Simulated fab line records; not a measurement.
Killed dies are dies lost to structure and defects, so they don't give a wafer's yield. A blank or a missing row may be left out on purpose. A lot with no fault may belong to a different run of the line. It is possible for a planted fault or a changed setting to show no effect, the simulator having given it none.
Matching of chambers | flow sfq-line | pecvd-03 running SFQ_TRILAYER_I4_DEP_PECVD_099: 3 sister chambers
The step deposits SiO2 from SiH4/N2O, time 111.11 s, target thk 500 nm. 18 wafers are shown with their chamber, then 9 later ones without.

## WAFERS WITH THEIR CHAMBER
wafer  | chamber | throttle-valve-pct (%) | heater-power-w (W) | heater-power-outer-w (W)
L804.2 | 2       | 25.6                   | 69                 | 22
L804.3 | 0       | 22.3                   | 79                 | 25
L804.4 | 1       | 24.2                   | 91                 | 36
L805.1 | 2       | 26.0                   | 60                 | 16
L805.2 | 1       | 24.2                   | 96                 | 37
L805.6 | 0       | 22.4                   | 80                 | 26
L808.2 | 2       | 25.9                   | 74                 | 24
L808.3 | 0       | 22.1                   | 70                 | 20
L808.6 | 1       | 24.2                   | 92                 | 38
L810.1 | 1       | 24.0                   | 92                 | 37
L810.3 | 2       | 26.0                   | 67                 | 21
L810.4 | 1       | 24.6                   | 78                 | 25
L811.3 | 2       | 25.9                   | 62                 | 15
L811.4 | 2       | 25.9                   | 65                 | 18
L811.6 | 1       | 24.2                   | 86                 | 32
L813.1 | 1       | 24.1                   | 82                 | 27
L813.3 | 0       | 22.7                   | 79                 | 25
L813.4 | 2       | 25.9                   | 72                 | 23

SIGNATURES, as means of the wafers listed above
reading              | chamber 0 | chamber 1 | chamber 2 | scatter within a chamber
throttle-valve-pct   | 22.375    | 24.214    | 25.886    | 0.183
heater-power-w       | 77.00     | 88.14     | 67.00     | 5.58
heater-power-outer-w | 24.00     | 33.14     | 19.86     | 4.19
Rule: a wafer lies at a distance from a chamber equal to the root of the sum of squares, over the readings, of (its reading less the chamber's mean, divided by the reading's scatter). If the next closest chamber is less than 2 further off than the closest, the wafer can't be placed; otherwise it belongs to the closest. How the scatter is found: for the shown wafers, subtract from each reading the mean of its chamber, square and add these, divide the total by (wafers less chambers), then take the root.

## WAFERS MISSING THEIR CHAMBER
wafer  | throttle-valve-pct (%) | heater-power-w (W) | heater-power-outer-w (W)
L814.1 | 25.9                   | 57                 | 14
L814.2 | 22.4                   | 81                 | 28
L814.4 | 22.2                   | 67                 | 17
L815.2 | 26.0                   | 64                 | 20
L815.4 | 24.2                   | 89                 | 33
L815.6 | 22.2                   | 77                 | 24
L817.1 | 22.5                   | 78                 | 26
L817.4 | 22.2                   | 82                 | 27
L817.5 | 26.0                   | 57                 | 14

## WHICH CHAMBER EACH ONE RAN IN
wafer  | from the rows above | in truth
L814.1 | 2                   | 2
L814.2 | 0                   | 0
L814.4 | 0                   | 0
L815.2 | 2                   | 2
L815.4 | 1                   | 1
L815.6 | 0                   | 0
L817.1 | 0                   | 0
L817.4 | 0                   | 0
L817.5 | 2                   | 2
Correctly placed: 9 of 9. Number that these rows cannot place: 0. Number placed wrongly: 0.
